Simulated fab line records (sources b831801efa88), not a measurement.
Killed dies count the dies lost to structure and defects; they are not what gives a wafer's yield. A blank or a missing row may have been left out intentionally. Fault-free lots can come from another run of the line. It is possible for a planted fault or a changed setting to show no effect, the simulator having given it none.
A struck lot beside a sound one	flow gf180mcu	14 steps out of a route of 602
Sound: these wafers, L469.1, L469.4, L469.5. The struck wafers were L459.1, L459.2, L459.3. Last of all comes the cause.
For every step that has rows: the tool of each side, followed by ch and its chambers, followed by its first start. Under that, the readings that differ: sound wafers	struck wafers	difference of the means	sigmas: that difference in standard deviations of wafers without a fault.
alike: same words and numbers on both sides, and readings whose means sit less than 2 such deviations apart. not compared: any withheld reading, any reading some wafer has no value for, any bound like >300 that may hide the same value, and any number with overlapping values for which the record gives no deviation.
Wherever a step has rows on one side only, a row that says differs or no value, or a row with sigmas, the two part there. Non-overlapping numbers with no deviation appear without sigmas and do not part them. Lack of a reading on every wafer of one side parts them only where that side has two or more wafers.

GF_NSD_CD_MEAS_07: target cd 400 nm.
  sound: cdSem-02 at day 19 13:21; struck: cdSem-01 at day 16 02:12
  alike: cdNm
GF_NSD_OVL_MEAS_08:
  sound: overlay-01 at day 19 13:28; struck: overlay-01 at day 16 02:19
  alike: NSD_OVL
then, 2 steps without rows for these wafers: GF_NSD_IMPLANT_09; GF_NSD_IMPLANT_10.
GF_NSD_STRIP_11: strips in O2/N2.
  sound on plasmaAsher-03 ch 0,1, day 19 13:48; struck on plasmaAsher-03 ch 0,1, day 16 02:40
  alike: drypumpMotorCurrentA, heaterPowerW, oesProductAu, stripTimeToEndpointS
  not compared: rfHoursCounterH
GF_NSD_TW_MEAS_12:
  sound: filmMetro-01 at day 19 13:54; struck: filmMetro-02 at day 16 02:46
  alike: NSD_TW
then, 6 steps without rows for these wafers: GF_PSD_DEHYDRATE_00 (time 60 s); GF_PSD_HMDS_01 (prime time 60 s); GF_PSD_COAT_02 (resist thk 1000 nm); GF_PSD_SOFTBAKE_03 (time 60 s); GF_PSD_EXPOSE_04 (exposes mask Pplus, target cd 400 nm); GF_PSD_PEB_05.
GF_PSD_DEVELOP_06: develop time 60 s.
  sound on lithoTrack-04 ch 0, day 20 13:56; struck on lithoTrack-01, day 17 00:47
  no value came back on the struck wafers for chillPlateTempC (C), developTimeS (s), resistLineTempC (C); on the sound wafers chillPlateTempC (C) reads 22.90 22.93 23.02
GF_PSD_CD_MEAS_07: target cd 400 nm.
  sound: cdSem-02 at day 20 14:05; struck: cdSem-01 at day 17 00:56
reading	sound	struck	difference	sigmas
cdNm (nm)	398.0 400.2 400.3	- - -	no value on the struck wafers	

== WHERE THEY PART ==
First at GF_PSD_DEVELOP_06; last, within this record, at GF_PSD_CD_MEAS_07.

WHY: what the simulator had put in
Skipped step whole: lithoTrack-01, from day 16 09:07 on, at GF_PSD_DEVELOP_06. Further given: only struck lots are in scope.
